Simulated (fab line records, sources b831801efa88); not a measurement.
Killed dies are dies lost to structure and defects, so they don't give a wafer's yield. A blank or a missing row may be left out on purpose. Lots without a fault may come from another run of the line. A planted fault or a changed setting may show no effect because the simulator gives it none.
fab line records | flow sky130
record lots=24 wafers=72 last_day=50
route steps=708 shown VIA2@527 METAL3@535 VIA3@575 VIA4@658
lots that met no fault: from a run of the same line without faults
start_h: hours from the record's first day to the start of the lot's first wafer shown | wait_h: hours since the lot's step before | " the same as in the row above | L1.1+2: a row that stands for several wafers | - no value, or no start given | * or withheld: withheld | < > ~ a bound
route shown NAME@n: a module of which the file shows steps, and the number in the route of the first | usual: mean/standard deviation of fault-free wafers | same: alike in all rows | chamber/n: place in a boat | sites: the reading at each site | _std_site: their standard deviation | _edge_site: outer sites' mean less inner sites' | radius_mm: how far each site lies from the wafer's centre | mask NAME#n: copy n | behind: the tool/chamber that last shaped the wafer | hold: why the lot was held/for how many hours/how that ended | device: the transistor (n, p or np) that didn't switch | end of line: the same wafers' tests at the end of the route | a step without rows: its recipe alone | killed: dies lost to structure and defects at the first sort, not the wafer's yield | map: a wafer's dies, x killed, . not, _ none there
set.NAME: the setting as run; set.NAME@STEP: as run at that earlier step | model.NAME: the simulator's own value behind a step, which no gauge read
steps of the route over a sample of lots; a table a step, a row a wafer
services: from which hour (start_h, from the record's first day; less than 0 if before it) a tool's chamber was out of use, for how many hours, and why
## steps
# step SKY_VIA2_SPUTTER_20
# recipe material=TiN target_thk_nm=20 chamber_pressure_pa=5 power_w=4000 time_s=80
# usual throttle_valve_pct=29.9/0.73
# columns lot.wafer tool chamber start_h wait_h throttle_valve_pct
L074.2 pvd_sputter-04 - 851.54 0.0 30.0
L074.3 " - " " 28.7
L074.6 " - " " 28.9
L075.1 pvd_sputter-02 - 861.16 0.0 30.0
L075.2 " - " " 30.7
L075.3 " - " " 29.6
L076.2 pvd_sputter-03 - 863.12 0.0 29.4
L076.4 " - " " 29.7
L076.5 " - " " 29.3
L077.2 pvd_sputter-03 - 880.91 0.0 28.7
L077.3 " - " " 29.9
L077.6 " - " " 30.6
L079.2 pvd_sputter-03 - 899.65 0.0 28.5
L079.5 " - " " 29.0
L079.6 " - " " 30.7
L078.3 pvd_sputter-03 - 901.91 0.0 29.5
L078.4 " - " " 28.5
L078.5 " - " " 29.1
L080.2 pvd_sputter-03 - 906.21 0.0 30.6
L080.4 " - " " 28.8
L080.6 " - " " 29.8
L081.1 pvd_sputter-02 - 907.75 0.0 30.7
L081.4 " - " " 29.7
L081.5 " - " " 30.3
L082.4 pvd_sputter-02 - 909.31 0.0 29.5
L082.5 " - " " 29.5
L082.6 " - " " 30.4
L083.1 pvd_sputter-04 - 920.49 0.0 28.8
L083.2 " - " " 30.0
L083.3 " - " " 31.1
L084.4 pvd_sputter-02 - 930.23 0.0 30.0
L084.5 " - " " 30.1
L084.6 " - " " 29.7
L085.1 pvd_sputter-02 - 935.41 0.0 30.4
L085.2 " - " " 30.8
L085.5 " - " " 29.7
L086.3 pvd_sputter-02 - 943.18 0.0 30.5
L086.5 " - " " 29.8
L086.6 " - " " 30.9
L087.2 pvd_sputter-03 - 943.83 0.0 29.4
L087.3 " - " " 28.9
L087.6 " - " " 30.6
L088.1 pvd_sputter-03 - 954.25 0.0 29.2
L088.2 " - " " 29.6
L088.5 " - " " 29.5
L089.1 pvd_sputter-03 - 955.46 0.0 28.8
L089.5 " - " " 29.6
L089.6 " - " " 30.8
L090.1 pvd_sputter-04 - 969.90 0.0 28.9
L090.5 " - " " 30.6
L090.6 " - " " 28.7
L091.3 pvd_sputter-04 - 975.56 0.0 30.2
L091.4 " - " " 30.0
L091.5 " - " " 31.0
L092.1 pvd_sputter-04 - 981.35 0.0 30.9
L092.2 " - " " 29.9
L092.6 " - " " 28.9
L093.1 pvd_sputter-04 - 988.15 0.0 28.6
L093.2 " - " " 30.7
L093.4 " - " " 31.2
L095.3 pvd_sputter-03 - 999.79 0.0 29.8
L095.4 " - " " 29.4
L095.5 " - " " 28.8
L094.1 pvd_sputter-04 - 1005.00 0.0 30.2
L094.3 " - " " 30.6
L094.6 " - " " 29.9
L096.2 pvd_sputter-04 - 1009.83 0.0 30.7
L096.3 " - " " 30.1
L096.4 " - " " 31.0
L097.3 pvd_sputter-04 - 1015.29 0.0 30.7
L097.4 " - " " 29.0
L097.5 " - " " 29.0
# step SKY_METAL3_SPUTTER_03
# recipe material=Ti target_thk_nm=5 power_w=3000 time_s=3.3 chamber_pressure_pa=0.4
# usual throttle_valve_pct=30.5/0.85
# columns lot.wafer tool chamber start_h wait_h throttle_valve_pct
L074.2 pvd_sputter-02 - 852.30 0.0 30.5
L074.3 " - " " 29.9
L074.6 " - " " 30.4
L075.1 pvd_sputter-01 - 861.92 0.0 30.7
L075.2 " - " " 31.2
L075.3 " - " " 29.8
L076.2 pvd_sputter-02 - 863.87 0.0 30.6
L076.4 " - " " 29.7
L076.5 " - " " 31.0
L077.2 pvd_sputter-02 - 881.67 0.0 29.9
L077.3 " - " " 29.5
L077.6 " - " " 30.9
L079.2 pvd_sputter-02 - 900.41 0.0 29.9
L079.5 " - " " 30.0
L079.6 " - " " 30.9
L078.3 pvd_sputter-04 - 902.67 0.0 29.3
L078.4 " - " " 30.9
L078.5 " - " " 29.0
L080.2 pvd_sputter-02 - 907.09 0.0 31.1
L080.4 " - " " 30.0
L080.6 " - " " 29.6
L081.1 pvd_sputter-01 - 908.64 0.0 30.6
L081.4 " - " " 29.6
L081.5 " - " " 30.7
L082.4 pvd_sputter-01 - 910.19 0.0 29.6
L082.5 " - " " 31.4
L082.6 " - " " 29.7
L083.1 pvd_sputter-01 - 921.38 0.0 29.6
L083.2 " - " " 30.6
L083.3 " - " " 31.1
L084.4 pvd_sputter-04 - 930.99 0.0 30.0
L084.5 " - " " 31.0
L084.6 " - " " 30.7
L085.1 pvd_sputter-04 - 936.17 0.0 30.0
L085.2 " - " " 28.9
L085.5 " - " " 30.6
L086.3 pvd_sputter-04 - 943.93 0.0 30.9
L086.5 " - " " 30.6
L086.6 " - " " 30.3
L087.2 pvd_sputter-04 - 944.59 0.0 30.8
L087.3 " - " " 28.8
L087.6 " - " " 30.1
L088.1 pvd_sputter-02 - 955.00 0.0 29.8
L088.2 " - " " 31.1
L088.5 " - " " 31.0
L089.1 pvd_sputter-01 - 956.22 0.0 31.3
L089.5 " - " " 30.5
L089.6 " - " " 29.8
L090.1 pvd_sputter-02 - 970.66 0.0 30.3
L090.5 " - " " 30.4
L090.6 " - " " 29.2
L091.3 pvd_sputter-02 - 976.32 0.0 29.6
L091.4 " - " " 31.2
L091.5 " - " " 29.7
L092.1 pvd_sputter-04 - 982.23 0.0 28.8
L092.2 " - " " 30.9
L092.6 " - " " 30.2
L093.1 pvd_sputter-01 - 988.90 0.0 32.3
L093.2 " - " " 30.7
L093.4 " - " " 29.7
L095.3 pvd_sputter-04 - 1000.63 0.0 30.2
L095.4 " - " " 31.0
L095.5 " - " " 28.8
L094.1 pvd_sputter-04 - 1005.76 0.0 30.1
L094.3 " - " " 30.9
L094.6 " - " " 30.6
L096.2 pvd_sputter-01 - 1011.06 0.0 31.2
L096.3 " - " " 32.3
L096.4 " - " " 30.5
L097.3 pvd_sputter-01 - 1016.05 0.0 32.3
L097.4 " - " " 30.7
L097.5 " - " " 31.0
# step SKY_VIA3_CMP_02
# recipe material=SiO2 down_force_psi=4 platen_rpm=60 pad_velocity_m_s=0.94248
# usual motor_current_A=12.1/1.2
# columns lot.wafer tool chamber start_h wait_h motor_current_A
L074.2 cmp-02 2 904.67 0.0 12.7
L074.3 " 1 " " 12.5
L074.6 " 2 " " 12.7
L075.1 cmp-02 1 914.09 0.1 12.5
L075.3 " 2 " " 12.4
L075.2 " 0 " " 11.2
L076.4 cmp-02 2 917.69 0.1 12.3
L076.2 " 0 " " 11.0
L076.5 " 2 " " 12.4
L077.3 cmp-02 1 934.95 0.0 12.4
L077.2 " 2 " " 12.6
L077.6 " 1 " " 12.7
L079.2 cmp-02 1 952.95 0.1 13.3
L079.5 " 3 " " 10.8
L079.6 " 0 " " 11.3
L078.3 cmp-01 3 955.14 0.0 13.9
L078.4 " 1 " " 13.8
L078.5 " 3 " " 14.3
L080.4 cmp-02 2 958.39 0.0 12.4
L080.2 " 3 " " 10.1
L080.6 " 3 " " 10.7
L081.1 cmp-02 1 959.83 0.1 12.6
L081.4 " 2 " " 12.0
L081.5 " 0 " " 11.1
L082.4 cmp-02 1 961.29 0.1 12.6
L082.6 " 0 " " 11.8
L082.5 " 1 " " 13.1
L083.1 cmp-02 3 972.76 0.1 10.3
L083.2 " 0 " " 11.3
L083.3 " 2 " " 12.4
L084.4 cmp-02 1 982.35 0.1 12.6
L084.5 " 0 " " 11.5
L084.6 " 1 " " 13.1
L085.1 cmp-01 3 986.86 0.1 14.2
L085.2 " 0 " " 11.3
L085.5 " 3 " " 14.2
L086.3 cmp-02 0 994.04 0.1 11.5
L086.6 " 2 " " 12.6
L086.5 " 3 " " 9.8
L087.2 cmp-02 3 994.76 0.1 10.5
L087.3 " 0 " " 11.1
L087.6 " 1 " " 12.6
L088.1 cmp-01 1 1004.79 0.1 13.9
L088.2 " 3 " " 13.3
L088.5 " 2 " " 11.9
L089.1 cmp-02 1 1005.67 0.2 13.2
L089.6 " 1 " " 12.4
L089.5 " 2 " " 12.9
L090.1 cmp-02 0 1020.46 0.4 11.0
L090.6 " 0 " " 11.1
L090.5 " 1 " " 13.1
L091.3 cmp-02 2 1025.59 0.1 12.8
L091.4 " 0 " " 11.4
L091.5 " 2 " " 13.2
L092.1 cmp-01 0 1030.40 0.1 11.4
L092.2 " 1 " " 14.0
L092.6 " 2 " " 12.2
L093.1 cmp-02 2 1037.21 0.1 12.6
L093.4 " 0 " " 11.4
L093.2 " 1 " " 13.1
L095.3 cmp-01 0 1048.27 0.0 11.5
L095.4 " 2 " " 11.7
L095.5 " 1 " " 14.0
L094.1 cmp-02 3 1052.49 0.1 10.4
L094.3 " 0 " " 11.4
L094.6 " 1 " " 12.4
L096.4 cmp-01 2 1057.15 0.0 11.4
L096.2 " 3 " " 15.3
L096.3 " 0 " " 10.9
L097.3 cmp-01 2 1062.19 0.1 12.3
L097.4 " 3 " " 14.0
L097.5 " 1 " " 14.8
# step SKY_VIA3_ETCH_15
# recipe target=SiO2 chemistry=C4F8/O2/Ar target_depth_nm=507 stop_on=TiN mask_material=KrF-thick source_w=1500 bias_w=1200 pressure_mtorr=40 c4f8_flow_sccm=withheld O2_flow_sccm=6 Ar_flow_sccm=300 time_s=78
# usual oes_product_au=0.946/0.0049
# columns lot.wafer tool chamber start_h wait_h oes_product_au rf_hours_counter_h
L074.2 rie_diel-04 1 930.14 0.0 0.938 19
L074.3 " 2 " " 0.947 15
L074.6 " 1 " " 0.952 -
L075.1 rie_diel-02 0 939.54 0.0 0.950 28
L075.2 " 1 " " 0.943 11
L075.3 " 2 " " 0.948 12
L076.2 rie_diel-04 3 943.48 0.0 0.943 17
L076.4 " 1 " " 0.938 19
L076.5 " 0 " " 0.947 -
L077.2 rie_diel-01 1 958.84 0.0 0.942 19
L077.3 " 0 " " 0.942 25
L077.6 " 3 " " 0.944 -
L079.2 rie_diel-04 0 977.69 0.0 0.937 8
L079.5 " 3 " " 0.951 -
L079.6 " 0 " " 0.942 -
L078.3 rie_diel-01 3 980.35 0.0 0.939 16
L078.4 " 0 " " 0.944 26
L078.5 " 3 " " 0.952 -
L080.2 rie_diel-04 0 982.75 0.0 0.946 8
L080.4 " 3 " " 0.943 -
L080.6 " 0 " " 0.948 -
L081.1 rie_diel-02 2 984.00 0.0 0.950 13
L081.4 " 2 " " 0.957 -
L081.5 " 1 " " 0.949 -
L082.4 rie_diel-01 2 985.99 0.0 0.949 1
L082.5 " 2 " " 0.949 -
L082.6 " 1 " " 0.950 -
L083.1 rie_diel-04 0 997.20 0.0 0.940 8
L083.2 " 3 " " 0.951 18
L083.3 " 2 " " 0.950 16
L084.4 rie_diel-04 2 1006.89 0.0 0.941 16
L084.5 " 1 " " 0.945 -
L084.6 " 0 " " 0.935 -
L085.1 rie_diel-01 3 1010.35 0.0 0.947 17
L085.2 " 1 " " 0.951 20
L085.5 " 0 " " 0.952 -
L086.3 rie_diel-02 3 1017.15 0.0 0.940 25
L086.5 " 3 " " 0.949 -
L086.6 " 2 " " 0.950 -
L087.2 rie_diel-04 2 1018.75 0.0 0.953 16
L087.3 " 3 " " 0.947 19
L087.6 " 2 " " 0.951 -
L088.1 rie_diel-04 3 1027.22 0.0 0.945 19
L088.2 " 1 " " 0.949 22
L088.5 " 1 " " 0.938 -
L089.1 rie_diel-04 1 1028.84 0.0 0.948 22
L089.5 " 1 " " 0.949 -
L089.6 " 3 " " 0.944 -
L090.1 rie_diel-02 1 1042.79 0.0 0.955 15
L090.5 " 3 " " 0.941 -
L090.6 " 2 " " 0.939 -
L091.3 rie_diel-01 2 1048.44 0.0 0.934 2
L091.4 " 3 " " 0.952 18
L091.5 " 2 " " 0.948 -
L092.1 rie_diel-02 3 1053.00 0.0 0.948 26
L092.2 " 0 " " 0.948 2
L092.6 " 2 " " 0.938 -
L093.1 rie_diel-04 1 1059.65 0.0 0.943 23
L093.2 " 2 " " 0.951 18
L093.4 " 1 " " 0.943 -
L095.3 rie_diel-01 2 1071.34 0.0 0.948 3
L095.4 " 1 " " 0.948 22
L095.5 " 2 " " 0.950 -
L094.1 rie_diel-01 2 1074.74 0.0 0.947 3
L094.3 " 3 " " 0.944 19
L094.6 " 2 " " 0.944 -
L096.2 rie_diel-01 1 1079.04 0.0 0.943 22
L096.3 " 2 " " 0.939 3
L096.4 " 3 " " 0.940 19
L097.3 rie_diel-04 3 1083.90 0.0 0.949 21
L097.4 " 2 " " 0.946 19
L097.5 " 1 " " 0.943 -
# step SKY_VIA4_RS_MEAS_19
# recipe thk_meas_gauge=four-point-probe reads=W_of_VIA4_CVD_18+TiN_of_VIA4_SPUTTER_17
# usual VIA4_W_RS=0.2282/0.0026
# columns lot.wafer tool chamber start_h wait_h VIA4_W_RS[ohm/sq]
L074.2 film_metro-02 - 1007.44 0.1 0.2276
L074.3 " - " " 0.2263
L074.6 " - " " 0.2305
L075.1 film_metro-02 - 1013.89 0.1 0.2311
L075.2 " - " " 0.2307
L075.3 " - " " 0.2294
L076.2 film_metro-01 - 1019.82 0.1 0.2300
L076.4 " - " " 0.2327
L076.5 " - " " 0.2298
L077.2 film_metro-01 - 1033.68 0.1 0.2308
L077.3 " - " " 0.2302
L077.6 " - " " 0.2304
L079.2 film_metro-04 - 1049.47 0.1 0.2266
L079.5 " - " " 0.2245
L079.6 " - " " 0.2319
L078.3 film_metro-01 - 1053.19 0.1 0.2249
L078.4 " - " " 0.2261
L078.5 " - " " 0.2248
L080.2 film_metro-01 - 1056.07 0.1 0.2270
L080.4 " - " " 0.2227
L080.6 " - " " 0.2305
L081.1 film_metro-01 - 1057.08 0.1 0.2239
L081.4 " - " " 0.2244
L081.5 " - " " 0.2303
L082.4 film_metro-02 - 1058.26 0.1 0.2273
L082.5 " - " " 0.2257
L082.6 " - " " 0.2237
L083.1 film_metro-01 - 1069.86 0.1 0.2301
L083.2 " - " " 0.2284
L083.3 " - " " 0.2260
L084.4 film_metro-04 - 1078.05 0.1 0.2301
L084.5 " - " " 0.2331
L084.6 " - " " 0.2279
L085.1 film_metro-01 - 1081.26 0.1 0.2299
L085.2 " - " " 0.2272
L085.5 " - " " 0.2308
L086.3 film_metro-01 - 1086.80 0.1 0.2288
L086.5 " - " " 0.2303
L086.6 " - " " 0.2327
L087.2 film_metro-01 - 1088.90 0.1 0.2296
L087.3 " - " " 0.2314
L087.6 " - " " 0.2270
L088.1 film_metro-01 - 1096.40 0.1 0.2301
L088.2 " - " " 0.2249
L088.5 " - " " 0.2262
L089.1 film_metro-04 - 1097.71 0.1 0.2308
L089.5 " - " " 0.2281
L089.6 " - " " 0.2312
L090.1 film_metro-02 - 1111.21 0.1 0.2238
L090.5 " - " " 0.2304
L090.6 " - " " 0.2250
L091.3 film_metro-02 - 1116.87 0.1 0.2298
L091.4 " - " " 0.2264
L091.5 " - " " 0.2250
L092.1 film_metro-01 - 1120.25 0.1 0.2326
L092.2 " - " " 0.2325
L092.6 " - " " 0.2282
L093.1 film_metro-01 - 1126.33 0.1 0.2281
L093.2 " - " " 0.2306
L093.4 " - " " 0.2313
L095.3 film_metro-04 - 1135.84 0.1 0.2258
L095.4 " - " " 0.2262
L095.5 " - " " 0.2251
L094.1 film_metro-01 - 1139.31 0.1 0.2265
L094.3 " - " " 0.2249
L094.6 " - " " 0.2250
L096.2 film_metro-01 - 1144.45 0.1 0.2250
L096.3 " - " " 0.2221
L096.4 " - " " 0.2233
L097.3 film_metro-01 - 1148.82 0.1 0.2265
L097.4 " - " " 0.2303
L097.5 " - " " 0.2276
# step SKY_VIA4_THK_MEAS_20
# recipe thk_meas_gauge=xrf reads=W_of_VIA4_CVD_18
# usual VIA4_W_THK=499/8
# columns lot.wafer tool chamber start_h wait_h VIA4_W_THK[nm]
L074.2 film_metro-02 - 1007.55 0.1 489
L074.3 " - " " 488
L074.6 " - " " 480
L075.1 film_metro-02 - 1014.01 0.1 482
L075.2 " - " " 484
L075.3 " - " " 484
L076.2 film_metro-01 - 1019.93 0.1 498
L076.4 " - " " 492
L076.5 " - " " 503
L077.2 film_metro-01 - 1033.79 0.1 497
L077.3 " - " " 492
L077.6 " - " " 495
L079.2 film_metro-04 - 1049.58 0.1 510
L079.5 " - " " 513
L079.6 " - " " 496
L078.3 film_metro-01 - 1053.29 0.1 505
L078.4 " - " " 502
L078.5 " - " " 503
L080.2 film_metro-01 - 1056.18 0.1 508
L080.4 " - " " 517
L080.6 " - " " 497
L081.1 film_metro-01 - 1057.20 0.1 514
L081.4 " - " " 511
L081.5 " - " " 500
L082.4 film_metro-02 - 1058.35 0.1 486
L082.5 " - " " 492
L082.6 " - " " 492
L083.1 film_metro-01 - 1069.98 0.1 499
L083.2 " - " " 504
L083.3 " - " " 510
L084.4 film_metro-04 - 1078.14 0.1 504
L084.5 " - " " 494
L084.6 " - " " 507
L085.1 film_metro-01 - 1081.38 0.1 500
L085.2 " - " " 507
L085.5 " - " " 498
L086.3 film_metro-01 - 1086.90 0.1 501
L086.5 " - " " 499
L086.6 " - " " 493
L087.2 film_metro-01 - 1089.01 0.1 500
L087.3 " - " " 494
L087.6 " - " " 507
L088.1 film_metro-01 - 1096.52 0.1 498
L088.2 " - " " 511
L088.5 " - " " 510
L089.1 film_metro-04 - 1097.83 0.1 498
L089.5 " - " " 507
L089.6 " - " " 495
L090.1 film_metro-02 - 1111.33 0.1 499
L090.5 " - " " 484
L090.6 " - " " 496
L091.3 film_metro-02 - 1116.97 0.1 486
L091.4 " - " " 492
L091.5 " - " " 496
L092.1 film_metro-01 - 1120.37 0.1 495
L092.2 " - " " 495
L092.6 " - " " 506
L093.1 film_metro-01 - 1126.45 0.1 502
L093.2 " - " " 500
L093.4 " - " " 502
L095.3 film_metro-04 - 1135.94 0.1 503
L095.4 " - " " 507
L095.5 " - " " 507
L094.1 film_metro-01 - 1139.43 0.1 500
L094.3 " - " " 508
L094.6 " - " " 503
L096.2 film_metro-01 - 1144.56 0.1 504
L096.3 " - " " 513
L096.4 " - " " 507
L097.3 film_metro-01 - 1148.92 0.1 503
L097.4 " - " " 496
L097.5 " - " " 502
## services
# columns tool chamber start_h hours kind
pvd_sputter-04 - 836.84 2.4 repair
cmp-02 - 850.99 2.2 repair
rie_diel-04 0 851.15 15.5 repair
pvd_sputter-03 - 907.00 6.3 repair
rie_diel-04 - 910.42 2.1 repair
pvd_sputter-03 - 912.09 11.4 repair
pvd_sputter-04 - 921.38 9.3 repair
pvd_sputter-03 - 928.44 5.1 repair
cmp-02 - 938.13 0.3 repair
cmp-02 - 943.38 0.5 repair
rie_diel-04 3 956.49 8.2 repair
rie_diel-04 2 965.59 30.5 repair
pvd_sputter-02 - 972.30 2.4 repair
rie_diel-04 0 983.80 3.0 repair
cmp-02 - 995.38 1.0 repair
pvd_sputter-03 - 1003.58 5.0 repair
cmp-02 - 1012.54 1.5 repair
rie_diel-04 0 1027.04 2.8 repair
rie_diel-04 0 1047.31 6.3 repair
rie_diel-04 0 1056.76 3.4 repair
cmp-02 - 1058.08 0.2 repair
cmp-02 - 1068.08 1.5 repair
pvd_sputter-04 - 1074.07 1.3 repair
pvd_sputter-02 - 1082.81 2.0 repair
## key
fault none
